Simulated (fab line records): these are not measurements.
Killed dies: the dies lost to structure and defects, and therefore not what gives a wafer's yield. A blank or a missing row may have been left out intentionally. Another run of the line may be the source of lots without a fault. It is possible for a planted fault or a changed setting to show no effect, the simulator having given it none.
Chamber matching	flow sky130	cmp-02 running SKY_VIA1_CMP_02: 4 sister chambers
The step polishes SiO2. 16 wafers are shown with their chamber, then 8 later ones without.

WAFERS WITH THEIR CHAMBER
wafer	chamber	motor_current_A (A)	edge_zone_pressure_frac	head_pressure_psi (psi)
L730.1	0	12.1	0.991	3.997
L730.4	2	12.9	0.999	4.000
L730.6	3	12.6	1.002	4.012
L735.1	2	12.5	0.997	4.013
L735.4	3	12.6	0.992	4.002
L735.5	3	12.8	0.995	4.006
L734.1	2	12.6	0.997	4.009
L734.2	1	11.7	0.996	4.010
L734.6	3	12.6	1.011	3.991
L736.1	0	12.3	0.986	3.995
L736.3	3	12.7	1.008	4.005
L736.5	1	12.4	0.999	3.998
L737.3	0	12.0	1.003	4.018
L737.4	2	12.0	0.994	4.005
L737.6	0	12.1	1.004	4.015
L739.1	3	13.4	0.995	3.992

SIGNATURES (means of the wafers above)
reading	chamber 0	chamber 1	chamber 2	chamber 3	scatter within a chamber
motor_current_A	12.125	12.050	12.500	12.783	0.316
edge_zone_pressure_frac	0.99600	0.99750	0.99675	1.00050	0.00681
head_pressure_psi	4.00625	4.00400	4.00675	4.00133	0.00883
Rule: for each reading, subtract the chamber's mean from the wafer's reading, divide by that reading's scatter and square the result; add these up over the readings and take the root, which gives the wafer's distance from the chamber. If the next closest chamber is less than 2 further off than the closest, the wafer can't be placed; otherwise it belongs to the closest. The scatter: take each reading less its chamber's mean, square it, sum over the shown wafers, divide by the number of wafers less the number of chambers, and take the root.

WAFERS MISSING THEIR CHAMBER
wafer	motor_current_A (A)	edge_zone_pressure_frac	head_pressure_psi (psi)
L739.4	12.0	0.998	3.999
L739.6	11.9	0.999	3.999
L740.1	12.4	0.997	3.990
L740.2	12.6	1.006	4.010
L740.6	13.2	0.985	4.000
L752.1	12.5	1.011	3.995
L752.2	12.0	0.996	4.005
L752.4	13.1	0.999	3.992

WHICH CHAMBER EACH WENT THROUGH
wafer	from the rows above	in truth
L739.4	can't be placed: 1 or 0 or 2 or 3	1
L739.6	can't be placed: 1 or 0 or 2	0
L740.1	can't be placed: 3 or 2 or 1 or 0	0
L740.2	can't be placed: 3 or 2 or 0 or 1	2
L740.6	can't be placed: 3 or 2 or 0 or 1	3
L752.1	can't be placed: 3 or 2 or 1 or 0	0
L752.2	can't be placed: 1 or 0 or 2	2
L752.4	can't be placed: 3 or 2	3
Placed correctly: 0 of 8. From these rows, 8 cannot be placed; in 8 the true chamber is one of the candidates. Wrongly placed: 0.
